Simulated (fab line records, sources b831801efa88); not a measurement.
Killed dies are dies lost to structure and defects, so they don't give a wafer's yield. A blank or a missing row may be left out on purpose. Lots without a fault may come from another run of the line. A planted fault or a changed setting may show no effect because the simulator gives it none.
One fault seen from 2 desks | flow gf180mcu | each desk has only its own numbers; what lay behind them comes last

THE TOOL OWNER'S DESK: implanter-03
The tool's own readings at GF_MVPSD_IMPLANT_09: means of the sampled wafers that have a number, for each lot that ran on this tool. A lot is out of limits, marked OUT, if its mean lies more than 4 standard deviations from the usual mean; the brackets give that distance.
Columns: A = beam_energy_keV at GF_MVPSD_IMPLANT_09, usual 40.003; B = dose_ions_cm2 at GF_MVPSD_IMPLANT_09, usual 5e+12
lot  | first seen here | A                        | B
L616 | day 6 10:04     | 39.997                   | 5e+12
L615 | day 6 11:59     | 37.581 (-99 or more) OUT | 5e+12
L617 | day 6 14:50     | 37.593 (-99 or more) OUT | 5e+12
This desk's finding: out of limits on L615, L617; first on L615, day 6 11:59 (beam_energy_keV at GF_MVPSD_IMPLANT_09). In limits: L616.

THE METROLOGY DESK
What the gauges read, lot by lot, whatever tool the lot ran on: means of the sampled wafers that have a number. A lot is out of limits, marked OUT, if its mean lies more than 4 standard deviations from the usual mean; the brackets give that distance.
Columns: A = MVSD_TW at GF_MVSD_TW_MEAS_11, usual 1595; B = MVPSD_OVL at GF_MVPSD_OVL_MEAS_07, usual 0.3 nm
lot  | first seen here | A    | B
L616 | day 5 18:58     | 1592 | -0.2
L615 | day 5 20:54     | 1597 | 2.5
L617 | day 5 23:27     | 1599 | -1.4
L621 | day 6 20:53     | 1587 | -0.4
L627 | day 8 05:44     | 1590 | 0.3
L629 | day 8 18:39     | 1590 | -0.8
This desk's finding: nothing out of limits on any of the 6 lots.

PUT TOGETHER
The tool owner's desk could have raised an alarm at day 6 11:59, on L615, L617.
The metrology desk saw nothing out of limits.
The metrology desk has L615, L617 on record, within its limits.
Of the lots named, all ran GF_MVPSD_IMPLANT_09 on implanter-03.

WHAT THE SIMULATOR HAD PUT IN
Process parameter drift: implanter-03, from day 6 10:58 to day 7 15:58, at GF_MVPSD_IMPLANT_09. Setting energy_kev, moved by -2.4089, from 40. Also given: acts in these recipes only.
Lots struck among those shown: L615, L617.
Hours from the fault's start to each desk's first reading out of limits: the tool owner's desk, 1.
